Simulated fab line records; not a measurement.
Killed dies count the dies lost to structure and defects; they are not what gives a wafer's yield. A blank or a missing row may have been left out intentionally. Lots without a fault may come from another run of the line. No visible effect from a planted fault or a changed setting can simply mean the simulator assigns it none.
Problem report in the 8D (eight disciplines) form, filled by code -- flow gf180mcu -- the parts of the form that need people (team, actions taken, sign-off) are left out

1. THE PROBLEM
Wafers free of any fault read 1059 (standard deviation 6.6) for HV_LDD_2_TW at GF_HV_LDD_TW_MEAS_23, against a mean of 1009 on 6 wafers of 2 lots. Relative to the usual mean, that is a shift of -7.5 standard deviations.
First seen on wafer L952.1, day 14 07:58, on film-metro-03. Wafers with a number at this step in the record: 39, from 13 lots. Rule for "out", or "out of limits": more than 4 standard deviations from the usual mean. The other wafers with a number count as sound.

2. WHAT IT IS, WHAT IT ISN'T
question,is,is not
which readings at this step,HV_LDD_2_TW,-
which lots,"L952, L955","L945, L947, L948, L949, L951, L953, L961, L962, L963, L964, L965"
which wafers of those lots,all that have a number,-
read on which gauges,"film-metro-03, film-metro-04",film-metro-02
when,from day 14 07:58,"up to then (15 sound wafers); but 18 sound wafers of L953, L961, L962, L963, L964, L965 came after"

3. SUSPECTS, AND WHAT RULES EACH OUT
Counting: a tool at a process step up to the reading stays a suspect if it ran every lot that is out and no sound lot after the first of them.
- the gauge at GF_HV_LDD_TW_MEAS_23: ruled out. The wafers that are out were read on 2 gauges (film-metro-03, film-metro-04).
- implanter-04 at GF_HV_LDD_IMPLANT_21: ruled out as a lasting fault. Sound lots L964 ran on it after its first lot that is out, L952 (day 14 07:43).
Left after counting: nothing in the record.

4. THE CAUSE (what the simulator had put in)
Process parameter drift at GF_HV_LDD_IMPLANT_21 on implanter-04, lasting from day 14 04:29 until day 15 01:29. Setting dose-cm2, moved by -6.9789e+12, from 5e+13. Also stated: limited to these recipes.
Counting ruled it out, wrongly: the rule takes a fault to strike every lot that its tool runs from its start on, and this one did not.

5. THE EFFECT CHAIN, in route order
One row per reading whose mean, taken over the struck wafers that have a number, lies over 3 standard deviations from the usual. Only readings whose record carries a usual standard deviation are examined. hours: median over the lots of the time between each lot's start at the first step of this table that gives one and its start at this step. sigmas: the change, counted in usual standard deviations.
hours,step,reading,usual,on struck wafers,change,sigmas
0,GF_HV_LDD_IMPLANT_21,dose-ions-cm2,5e+13,4e+13,-7e+12,-99 or more
0,GF_HV_LDD_IMPLANT_21,faraday-current-uA,282,240,-42,-7.2
0,GF_HV_LDD_TW_MEAS_23,HV_LDD_2_TW,1059,1009,-50,-7.5
It contains these process steps:
- GF_HV_LDD_IMPLANT_21
At these later measuring or inspecting steps, every struck wafer for which the step has a row has a number for every such reading, and none has moved that far: GF_HV_LDD_RS_MEAS_53.

6. HOW IT WOULD HAVE BEEN CAUGHT EARLIER
3 hours passed between the start of the fault at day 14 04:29 and the first reading out of limits at a measuring or inspecting step in this record, taken at day 14 07:58.
The tool's own readings at GF_HV_LDD_IMPLANT_21 were out on every struck wafer that the step has a row for (dose-ions-cm2, faraday-current-uA): an alarm limit on them would have fired on the first of those.
